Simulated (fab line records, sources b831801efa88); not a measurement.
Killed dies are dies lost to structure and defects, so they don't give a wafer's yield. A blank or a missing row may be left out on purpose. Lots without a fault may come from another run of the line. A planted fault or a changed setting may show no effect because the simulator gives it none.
Which tool did it? | flow sky130 | 11 lots, 33 wafers sampled, at 1 step of a route of 708

WHAT THE GAUGES READ, wafer by wafer
SKY_POLY_GATE_CD_MEAS_13: target cd 150 nm. Usual: cd_nm 149.9 nm, standard deviation 1.6.
lot  | measured     | on        | cd_nm (nm)        | flag
L963 | day 16 20:34 | cd_sem-01 | 149.1 150.3 150.3 |
L964 | day 16 20:50 | cd_sem-01 | 150.7 149.6 149.8 |
L967 | day 18 03:04 | cd_sem-02 | 152.0 150.9 151.3 |
L966 | day 18 04:04 | cd_sem-02 | 152.4 149.8 150.7 |
L968 | day 19 17:33 | cd_sem-02 | 146.3 149.3 147.9 |
L970 | day 20 18:04 | cd_sem-02 | 150.0 149.5 149.3 |
L978 | day 22 13:04 | cd_sem-02 | 152.8 153.5 153.3 |
L982 | day 23 19:10 | cd_sem-02 | 151.9 152.1 150.6 |
L983 | day 24 04:04 | cd_sem-02 | 150.9 149.1 148.4 |
L984 | day 24 10:32 | cd_sem-01 | 146.9 147.4 146.6 |
L985 | day 24 11:39 | cd_sem-01 | 148.3 148.1 148.4 |

WHICH TOOL RAN EACH LOT (tool, then ch and the chambers of the sampled wafers, then the start)
The record holds no process step before these readings.

WHAT THE TOOLS THEMSELVES READ (means of the sampled wafers that have a number; where no wafer has one, the mark that the record gives instead)
The record holds no such reading with a usual standard deviation.

THE ANSWER, worked out from the rows above alone
Rule: a lot is off if the mean of its wafers that have a number lies more than 3 standard deviations from the usual mean. A lot without any number at a reading at which 4 lots or more have one is off too. The other lots that the step has rows for count as sound. The gauges are gone through in route order, then the tools' own readings, and for those a lot's mean is taken as printed above. The first step at which some lot is off is used, and at that step the reading that is off furthest; a lot without a number counts as furthest.
No lot is off at any reading shown: from this, nothing can be told.

WHAT THE SIMULATOR HAD PUT IN
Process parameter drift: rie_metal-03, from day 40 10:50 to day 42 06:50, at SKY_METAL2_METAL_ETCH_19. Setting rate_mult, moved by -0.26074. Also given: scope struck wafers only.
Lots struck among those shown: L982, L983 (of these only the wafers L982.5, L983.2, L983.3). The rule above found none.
